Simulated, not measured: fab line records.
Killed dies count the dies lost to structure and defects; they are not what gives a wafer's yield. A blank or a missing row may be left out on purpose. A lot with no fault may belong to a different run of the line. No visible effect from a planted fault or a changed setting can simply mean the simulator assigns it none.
fab line records    flow sky130    part 2 of 2: steps 26 to 35 of 35
record lots=5  wafers=15  last-day=50
route steps=708 shown VT_ADJUST_LVTN@113 VT_ADJUST_NCORE@119 VT_ADJUST_HVTR@131 VT_ADJUST_PCH@143
lots untouched by any fault: they come from a run of this same line in which no faults occurred
start-h: hours from the record's opening day to when the first of the lot's shown wafers began    wait-h: hours since the lot's step before    " identical to the entry in the row above    L1.1+2: several wafers, shown together as one row    - no value, or no start given    * or withheld: withheld    < > ~ a bound
route shown NAME@n: NAME is a module with steps in the file, n the number in the route of the first one    usual: average and standard deviation across the fault-free wafers    same: alike in all rows    chamber/n: place in a boat    sites: per-site readings    _std_site: their standard deviation    _edge_site: mean of outer sites minus mean of inner sites    radius-mm: for every site, how far away it sits from the centre of the wafer    mask NAME#n: copy n    behind: the last tool/chamber to shape the wafer    hold: why the lot went on hold/how many hours it stayed there/how the hold came to an end    device: whichever transistor did not switch (one of n, p or np)    end of line: the same wafers' tests at the end of the route    a step with no rows: only its recipe    killed: not the wafer's yield, but the dies lost to structure and defects at the first sort    map: per-die view of a wafer (x killed, . not killed, _ where there is no die)
set.NAME: the run value of the setting; set.NAME@STEP: its run value at that earlier step    model.NAME: the simulator's own value behind a step, which no gauge read
lots at selected steps of the route; one table per step, one row per wafer
services: from which hour (start-h, from the record's first day; less than 0 if before it) a tool's chamber was out of use, for how many hours, and why
## steps
# step SKY_VT_ADJUST_HVTR_CD_MEAS_07
# recipe target-cd-nm=380
# usual cd-nm=379.8/2.7
lot.wafer  tool       chamber  start-h  wait-h  cd-nm
L078.3     cd-sem-02  -        228.79   0.1     379.1
L078.5     "          -        "        "       379.4
L078.6     "          -        "        "       381.1
L080.3     cd-sem-01  -        242.05   0.1     376.8
L080.4     "          -        "        "       380.6
L080.6     "          -        "        "       380.0
L082.2     cd-sem-02  -        257.06   0.1     378.2
L082.3     "          -        "        "       377.9
L082.4     "          -        "        "       378.2
L086.2     cd-sem-01  -        292.71   0.1     378.0
L086.5     "          -        "        "       378.4
L086.6     "          -        "        "       378.2
L095.1     cd-sem-02  -        360.64   0.1     379.0
L095.4     "          -        "        "       379.8
L095.5     "          -        "        "       379.2
# step SKY_VT_ADJUST_HVTR_OVL_MEAS_08
# usual VT_ADJUST_HVTR_OVL=-0.5/1.2
lot.wafer  tool        chamber  start-h  wait-h  VT_ADJUST_HVTR_OVL[nm]
L078.3     overlay-02  -        228.88   0.1     -3.1
L078.5     "           -        "        "       -1.9
L078.6     "           -        "        "       -2.0
L080.3     overlay-02  -        242.14   0.1     -1.6
L080.4     "           -        "        "       0.6
L080.6     "           -        "        "       -1.5
L082.2     overlay-02  -        257.17   0.1     0.0
L082.3     "           -        "        "       -1.4
L082.4     "           -        "        "       -0.2
L086.2     overlay-02  -        292.82   0.1     -1.3
L086.5     "           -        "        "       -1.3
L086.6     "           -        "        "       -1.9
L095.1     overlay-02  -        360.76   0.1     0.5
L095.4     "           -        "        "       1.3
L095.5     "           -        "        "       1.9
# step SKY_VT_ADJUST_HVTR_IMPLANT_09
# recipe species=B  energy-kev=10  dose-cm2=2.1e+12  tilt-deg=withheld
# usual end-station-pressure-torr=5.06e-06/2.7e-07
lot.wafer  tool          chamber  start-h  wait-h  end-station-pressure-torr
L078.3     implanter-02  0        228.96   0.1     5.45e-06
L078.5     "             0        "        "       4.91e-06
L078.6     "             0        "        "       5.2e-06
L080.3     implanter-02  0        242.22   0.1     5.03e-06
L080.4     "             0        "        "       5.34e-06
L080.6     "             0        "        "       5.46e-06
L082.2     implanter-03  0        257.22   0.0     4.8e-06
L082.3     "             0        "        "       5.64e-06
L082.4     "             0        "        "       4.68e-06
L086.2     implanter-02  0        292.87   0.0     5.52e-06
L086.5     "             0        "        "       5.03e-06
L086.6     "             0        "        "       4.83e-06
L095.1     implanter-03  0        360.80   0.0     5.49e-06
L095.4     "             0        "        "       4.88e-06
L095.5     "             0        "        "       5.14e-06
# step SKY_VT_ADJUST_HVTR_STRIP_10
# recipe chemistry=O2/N2  power-w=1400  pressure-mtorr=1500  platen-temp-c=withheld  o2-flow-sccm=3000  n2-flow-sccm=300  overash-fraction=0.5
# usual drypump-motor-current-A=5.42/0.28  oes-product-au=0.715/0.0042  strip-time-to-endpoint-s=14.19/0.036
# same overash-fraction=0.5
lot.wafer  tool             chamber  start-h  wait-h  drypump-motor-current-A  oes-product-au  rf-hours-counter-h  strip-time-to-endpoint-s
L078.3     plasma-asher-04  0        229.09   0.1     5.75                     0.720           -                   14.17
L078.5     "                1        "        "       5.58                     0.714           -                   14.15
L078.6     "                0        "        "       5.73                     0.716           -                   14.13
L080.3     plasma-asher-03  0        242.35   0.1     5.85                     0.715           -                   14.17
L080.4     "                1        "        "       5.40                     0.722           -                   14.21
L080.6     "                0        "        "       5.79                     0.715           -                   14.18
L082.2     plasma-asher-04  0        257.35   0.1     5.73                     0.711           59                  14.24
L082.3     "                1        "        "       5.56                     0.715           -                   14.24
L082.4     "                0        "        "       5.71                     0.716           -                   14.24
L086.2     plasma-asher-01  0        293.00   0.1     5.08                     0.710           47                  14.16
L086.5     "                1        "        "       5.14                     0.719           -                   14.17
L086.6     "                0        "        "       5.09                     0.716           -                   14.15
L095.1     plasma-asher-01  0        360.95   0.1     5.10                     0.705           53                  14.20
L095.4     "                0        "        "       5.09                     0.705           -                   14.22
L095.5     "                1        "        "       5.14                     0.717           -                   14.20
# step SKY_VT_ADJUST_HVTR_TW_MEAS_11
# usual VT_ADJUST_HVTR_TW=211.6/1.4
lot.wafer  tool           chamber  start-h  wait-h  VT_ADJUST_HVTR_TW
L078.3     film-metro-04  -        229.18   0.1     212.6
L078.5     "              -        "        "       212.9
L078.6     "              -        "        "       212.3
L080.3     film-metro-03  -        242.44   0.1     208.8
L080.4     "              -        "        "       209.6
L080.6     "              -        "        "       208.9
L082.2     film-metro-04  -        257.46   0.1     214.0
L082.3     "              -        "        "       212.2
L082.4     "              -        "        "       213.3
L086.2     film-metro-04  -        293.11   0.1     211.8
L086.5     "              -        "        "       211.7
L086.6     "              -        "        "       213.2
L095.1     film-metro-03  -        361.05   0.1     210.7
L095.4     "              -        "        "       210.9
L095.5     "              -        "        "       209.6
# step SKY_VT_ADJUST_PCH_DEHYDRATE_00
# recipe temp-c=200  time-s=60
# usual chill-plate-temp-C=23.00/0.094
lot.wafer  tool            chamber  start-h  wait-h  chill-plate-temp-C
L078.3     litho-track-04  0        240.41   11.2    22.95
L078.5     "               0        "        "       23.04
L078.6     "               0        "        "       22.94
L080.3     litho-track-03  0        253.80   11.4    23.09
L080.4     "               0        "        "       23.00
L080.6     "               0        "        "       23.10
L082.2     litho-track-04  0        268.54   11.1    23.15
L082.3     "               0        "        "       22.90
L082.4     "               0        "        "       23.03
L086.2     litho-track-02  0        304.54   11.4    22.99
L086.5     "               0        "        "       23.00
L086.6     "               0        "        "       22.83
L095.1     litho-track-04  0        373.86   12.8    23.06
L095.4     "               0        "        "       23.04
L095.5     "               0        "        "       22.97
# step SKY_VT_ADJUST_PCH_HMDS_01
# recipe prime-time-s=60  prime-temp-c=120
# usual chill-plate-temp-C=23.02/0.1
lot.wafer  tool            chamber  start-h  wait-h  chill-plate-temp-C
L078.3     litho-track-04  0        240.56   0.1     22.98
L078.5     "               0        "        "       23.06
L078.6     "               0        "        "       22.94
L080.3     litho-track-03  0        253.95   0.1     22.95
L080.4     "               0        "        "       23.07
L080.6     "               0        "        "       22.95
L082.2     litho-track-04  0        268.69   0.1     22.86
L082.3     "               0        "        "       23.07
L082.4     "               0        "        "       22.96
L086.2     litho-track-02  0        304.69   0.1     23.04
L086.5     "               0        "        "       23.04
L086.6     "               0        "        "       23.03
L095.1     litho-track-04  0        374.01   0.1     23.09
L095.4     "               0        "        "       22.99
L095.5     "               0        "        "       22.91
# step SKY_VT_ADJUST_PCH_COAT_02
# recipe spin-rpm=2000  resist-thk-nm=3000
# usual chill-plate-temp-C=23.00/0.11
lot.wafer  tool            chamber  start-h  wait-h  chill-plate-temp-C
L078.3     litho-track-04  0        240.71   0.1     23.10
L078.5     "               0        "        "       22.98
L078.6     "               0        "        "       23.02
L080.3     litho-track-03  0        254.10   0.1     23.03
L080.4     "               0        "        "       23.08
L080.6     "               0        "        "       22.89
L082.2     litho-track-04  0        268.84   0.1     23.08
L082.3     "               0        "        "       23.03
L082.4     "               0        "        "       22.90
L086.2     litho-track-02  0        304.84   0.1     22.77
L086.5     "               0        "        "       22.82
L086.6     "               0        "        "       22.85
L095.1     litho-track-04  0        374.16   0.1     22.99
L095.4     "               0        "        "       22.94
L095.5     "               0        "        "       23.00
# step SKY_VT_ADJUST_PCH_SOFTBAKE_03
# recipe temp-c=110  time-s=withheld
# usual chill-plate-temp-C=23.00/0.11
lot.wafer  tool            chamber  start-h  wait-h  chill-plate-temp-C
L078.3     litho-track-04  0        240.88   0.1     22.97
L078.5     "               0        "        "       23.09
L078.6     "               0        "        "       23.06
L080.3     litho-track-03  0        254.27   0.1     22.79
L080.4     "               0        "        "       22.91
L080.6     "               0        "        "       22.99
L082.2     litho-track-04  0        269.00   0.1     22.93
L082.3     "               0        "        "       22.89
L082.4     "               0        "        "       22.95
L086.2     litho-track-02  0        305.00   0.1     23.08
L086.5     "               0        "        "       22.91
L086.6     "               0        "        "       22.99
L095.1     litho-track-04  0        374.31   0.1     23.01
L095.4     "               0        "        "       22.98
L095.5     "               0        "        "       22.88
# step SKY_VT_ADJUST_PCH_EXPOSE_04
# recipe mask-id=NWM  na=0.6  source-shape=conventional  sigma-outer=0.6  polarization=unpolarized  target-cd-nm=840  dose-mj=255
lot.wafer   tool              chamber  start-h  wait-h  mask
L078.3+5+6  iline-stepper-02  0        -        -       NWM#0
L080.3+4+6  iline-stepper-02  0        -        -       NWM#0
L082.2+3+4  iline-stepper-01  0        -        -       NWM#0
L086.2+5+6  iline-stepper-01  0        -        -       NWM#0
L095.1+4+5  iline-stepper-01  0        -        -       NWM#0
## services
tool              chamber  start-h  hours  kind
implanter-03      -        183.98   4.8    repair
implanter-03      -        185.05   2.4    repair
plasma-asher-03   -        194.28   5.4    repair
iline-stepper-02  -        197.94   1.7    pm
plasma-asher-04   -        199.25   1.9    repair
plasma-asher-01   -        211.20   2.1    repair
implanter-01      -        222.31   5.9    pm
plasma-asher-04   -        252.40   4.3    pm
implanter-03      -        285.93   18.5   pm
iline-stepper-02  -        289.43   8.9    pm
implanter-01      -        304.57   1.0    repair
plasma-asher-02   -        307.25   4.2    repair
iline-stepper-01  -        339.88   1.7    pm
plasma-asher-01   -        343.19   1.2    repair
plasma-asher-03   -        357.38   2.8    pm
plasma-asher-01   -        371.03   14.6   pm
implanter-03      -        374.28   9.8    repair
